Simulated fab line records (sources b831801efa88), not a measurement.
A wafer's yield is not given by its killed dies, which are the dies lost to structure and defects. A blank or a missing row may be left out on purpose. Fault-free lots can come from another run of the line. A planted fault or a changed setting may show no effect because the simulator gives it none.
The tool behind it: which one? / flow gf180mcu / 13 lots, 39 wafers sampled, at 4 steps of a route of 602

== WHAT EACH GAUGE READ, for each wafer ==
GF_CONTACT_RS_MEAS_25: uses a four-point probe to measure.
lot=L584; measured=day 16 05:18; on=film-metro-04; CONTACT_W_RS (ohm/sq)=0.385 0.388 0.385
lot=L585; measured=day 16 15:42; on=film-metro-03; CONTACT_W_RS (ohm/sq)=0.383 0.378 0.385
lot=L586; measured=day 16 20:22; on=film-metro-01; CONTACT_W_RS (ohm/sq)=0.380 0.392 0.389
lot=L587; measured=day 17 07:30; on=film-metro-04; CONTACT_W_RS (ohm/sq)=0.382 0.380 0.380
lot=L588; measured=day 17 12:19; on=film-metro-03; CONTACT_W_RS (ohm/sq)=0.390 0.390 0.388
lot=L591; measured=day 18 17:11; on=film-metro-04; CONTACT_W_RS (ohm/sq)=0.399 0.390 0.391
lot=L595; measured=day 20 07:41; on=film-metro-03; CONTACT_W_RS (ohm/sq)=0.387 0.398 0.390
lot=L596; measured=day 20 17:46; on=film-metro-04; CONTACT_W_RS (ohm/sq)=0.385 0.383 0.376
lot=L599; measured=day 21 22:41; on=film-metro-01; CONTACT_W_RS (ohm/sq)=0.381 0.390 0.379
lot=L601; measured=day 22 14:38; on=film-metro-01; CONTACT_W_RS (ohm/sq)=0.397 0.394 0.395
lot=L603; measured=day 23 00:43; on=film-metro-04; CONTACT_W_RS (ohm/sq)=0.382 0.382 0.388
lot=L604; measured=day 23 04:56; on=film-metro-01; CONTACT_W_RS (ohm/sq)=0.383 0.380 0.380
lot=L605; measured=day 23 14:56; on=film-metro-01; CONTACT_W_RS (ohm/sq)=0.379 0.385 0.385

GF_M1_OVL_MEAS_15.
lot=L584; measured=day 17 05:11; on=overlay-01; M1_OVL (nm)=0 -4 -3
lot=L585; measured=day 17 15:44; on=overlay-01; M1_OVL (nm)=-1 -6 4
lot=L586; measured=day 17 20:38; on=overlay-01; M1_OVL (nm)=0 -1 -8
lot=L587; measured=day 18 07:59; on=overlay-02; M1_OVL (nm)=6 2 7
lot=L588; measured=day 18 12:48; on=overlay-01; M1_OVL (nm)=1 7 6
lot=L591; measured=day 19 17:57; on=overlay-01; M1_OVL (nm)=-7 -6 -3
lot=L595; measured=day 21 08:16; on=overlay-02; M1_OVL (nm)=8 -4 2
lot=L596; measured=day 21 17:40; on=overlay-01; M1_OVL (nm)=6 6 10
lot=L599; measured=day 22 23:02; on=overlay-02; M1_OVL (nm)=-4 2 4
lot=L601; measured=day 23 14:08; on=overlay-02; M1_OVL (nm)=7 17 6
lot=L603; measured=day 24 00:23; on=overlay-02; M1_OVL (nm)=-6 -1 -4
lot=L604; measured=day 24 03:59; on=overlay-01; M1_OVL (nm)=-8 0 -10
lot=L605; measured=day 24 14:01; on=overlay-01; M1_OVL (nm)=9 8 6

GF_V1_BOW_MEAS_05.
lot=L584; measured=day 17 06:35; on=film-metro-01; V1_BOW (um)=83 76 79
lot=L585; measured=day 17 17:08; on=film-metro-01; V1_BOW (um)=83 79 80
lot=L586; measured=day 17 22:03; on=film-metro-01; V1_BOW (um)=89 78 79
lot=L587; measured=day 18 09:14; on=film-metro-02; V1_BOW (um)=74 73 82
lot=L588; measured=day 18 14:06; on=film-metro-01; V1_BOW (um)=77 77 83
lot=L591; measured=day 19 19:14; on=film-metro-01; V1_BOW (um)=94 93 82
lot=L595; measured=day 21 09:32; on=film-metro-02; V1_BOW (um)=58 82 82
lot=L596; measured=day 21 18:56; on=film-metro-02; V1_BOW (um)=91 78 89
lot=L599; measured=day 23 00:20; on=film-metro-01; V1_BOW (um)=92 90 92
lot=L601; measured=day 23 15:25; on=film-metro-02; V1_BOW (um)=92 92 87
lot=L603; measured=day 24 01:39; on=film-metro-01; V1_BOW (um)=93 93 70
lot=L604; measured=day 24 05:22; on=film-metro-03; V1_BOW (um)=80 78 72
lot=L605; measured=day 24 15:22; on=film-metro-02; V1_BOW (um)=80 90 75

== EACH LOT AND THE TOOL THAT RAN IT (in order: tool; ch and the chambers of the sampled wafers; start) ==
lot=L584; GF_M1_METAL_ETCH_16=rie-metal-02 ch 1, day 17 05:14
lot=L585; GF_M1_METAL_ETCH_16=rie-metal-02 ch 1, day 17 15:47
lot=L586; GF_M1_METAL_ETCH_16=rie-metal-02 ch 1, day 17 20:40
lot=L587; GF_M1_METAL_ETCH_16=rie-metal-03 ch 0,1, day 18 08:01
lot=L588; GF_M1_METAL_ETCH_16=rie-metal-03 ch 0,1, day 18 12:52
lot=L591; GF_M1_METAL_ETCH_16=rie-metal-02 ch 0,1, day 19 18:01
lot=L595; GF_M1_METAL_ETCH_16=rie-metal-02 ch 0,1, day 21 08:19
lot=L596; GF_M1_METAL_ETCH_16=rie-metal-01 ch 0,1, day 21 17:43
lot=L599; GF_M1_METAL_ETCH_16=rie-metal-03 ch 0,1, day 22 23:07
lot=L601; GF_M1_METAL_ETCH_16=rie-metal-02 ch 0,1, day 23 14:10
lot=L603; GF_M1_METAL_ETCH_16=rie-metal-01 ch 0,1, day 24 00:25
lot=L604; GF_M1_METAL_ETCH_16=rie-metal-03 ch 0, day 24 04:01
lot=L605; GF_M1_METAL_ETCH_16=rie-metal-03 ch 0,1, day 24 14:04
- GF_M1_METAL_ETCH_16: etches the open film in Cl2/BCl3, stops on SiO2, target depth 750.8 nm, time 125.1 s.

== WHAT THE TOOLS THEMSELVES READ (means of the sampled wafers that have a number; where no wafer has one, the mark that the record gives instead) ==
GF_M1_METAL_ETCH_16.
lot=L584; tool=rie-metal-02; bias-w (W)=140.2; drypump-motor-current-A (A)=5.3; mfc-cl2-sccm (sccm)=79.79; oes-product-au (a.u.)=0.994; throttle-valve-pct (%)=28.224
lot=L585; tool=rie-metal-02; bias-w (W)=139.6; drypump-motor-current-A (A)=5.3; mfc-cl2-sccm (sccm)=79.93; oes-product-au (a.u.)=0.996; throttle-valve-pct (%)=28.220
lot=L586; tool=rie-metal-02; bias-w (W)=140.2; drypump-motor-current-A (A)=5.3; mfc-cl2-sccm (sccm)=79.80; oes-product-au (a.u.)=0.994; throttle-valve-pct (%)=28.223
lot=L587; tool=rie-metal-03; bias-w (W)=140.0; drypump-motor-current-A (A)=5.1; mfc-cl2-sccm (sccm)=80.10; oes-product-au (a.u.)=0.988; throttle-valve-pct (%)=28.234
lot=L588; tool=rie-metal-03; bias-w (W)=140.3; drypump-motor-current-A (A)=5.5; mfc-cl2-sccm (sccm)=80.19; oes-product-au (a.u.)=0.993; throttle-valve-pct (%)=28.219
lot=L591; tool=rie-metal-02; bias-w (W)=134.1; drypump-motor-current-A (A)=5.3; mfc-cl2-sccm (sccm)=80.18; oes-product-au (a.u.)=0.991; throttle-valve-pct (%)=28.222
lot=L595; tool=rie-metal-02; bias-w (W)=134.3; drypump-motor-current-A (A)=5.3; mfc-cl2-sccm (sccm)=79.71; oes-product-au (a.u.)=0.990; throttle-valve-pct (%)=28.227
lot=L596; tool=rie-metal-01; bias-w (W)=139.8; drypump-motor-current-A (A)=5.5; mfc-cl2-sccm (sccm)=80.13; oes-product-au (a.u.)=0.987; throttle-valve-pct (%)=28.236
lot=L599; tool=rie-metal-03; bias-w (W)=139.8; drypump-motor-current-A (A)=5.1; mfc-cl2-sccm (sccm)=79.68; oes-product-au (a.u.)=0.987; throttle-valve-pct (%)=28.231
lot=L601; tool=rie-metal-02; bias-w (W)=140.1; drypump-motor-current-A (A)=5.3; mfc-cl2-sccm (sccm)=79.97; oes-product-au (a.u.)=0.995; throttle-valve-pct (%)=28.223
lot=L603; tool=rie-metal-01; bias-w (W)=140.0; drypump-motor-current-A (A)=5.6; mfc-cl2-sccm (sccm)=80.08; oes-product-au (a.u.)=0.992; throttle-valve-pct (%)=28.224
lot=L604; tool=rie-metal-03; bias-w (W)=140.3; drypump-motor-current-A (A)=4.7; mfc-cl2-sccm (sccm)=80.13; oes-product-au (a.u.)=0.987; throttle-valve-pct (%)=28.231
lot=L605; tool=rie-metal-03; bias-w (W)=139.6; drypump-motor-current-A (A)=5.5; mfc-cl2-sccm (sccm)=79.86; oes-product-au (a.u.)=0.979; throttle-valve-pct (%)=28.231

== THE ANSWER, worked out from the rows above alone ==
Rule: the lots themselves supply what counts as usual. Put in order of their means at a reading, lots are off if they are a third of the lots or fewer, leave a main group of 4 or more, and stand apart from it by a gap of 3 or more times the standard deviation of the main group's means; of several such gaps the widest counts. If all means in a main group match to the digits the tables above print for the reading, that group is not used. Also off: a lot with no number at a reading for which 4 or more lots have one. The other lots that the step has rows for count as sound. The gauges are gone through in route order, then the tools' own readings, and for those a lot's mean is taken as printed above. The first step at which some lot is off is used, and at that step the reading that is off furthest; a lot without a number counts as furthest.
Off: L591, L595, at GF_M1_METAL_ETCH_16 (bias-w). For the main group the mean is 140.0 W and the standard deviation 0.25.
A tool fits if, at that step or a process step before it, it ran every lot that is off, and no sound lot after the first of them. Of those tried, none fits.

== WHAT WAS PUT IN BY THE SIMULATOR ==
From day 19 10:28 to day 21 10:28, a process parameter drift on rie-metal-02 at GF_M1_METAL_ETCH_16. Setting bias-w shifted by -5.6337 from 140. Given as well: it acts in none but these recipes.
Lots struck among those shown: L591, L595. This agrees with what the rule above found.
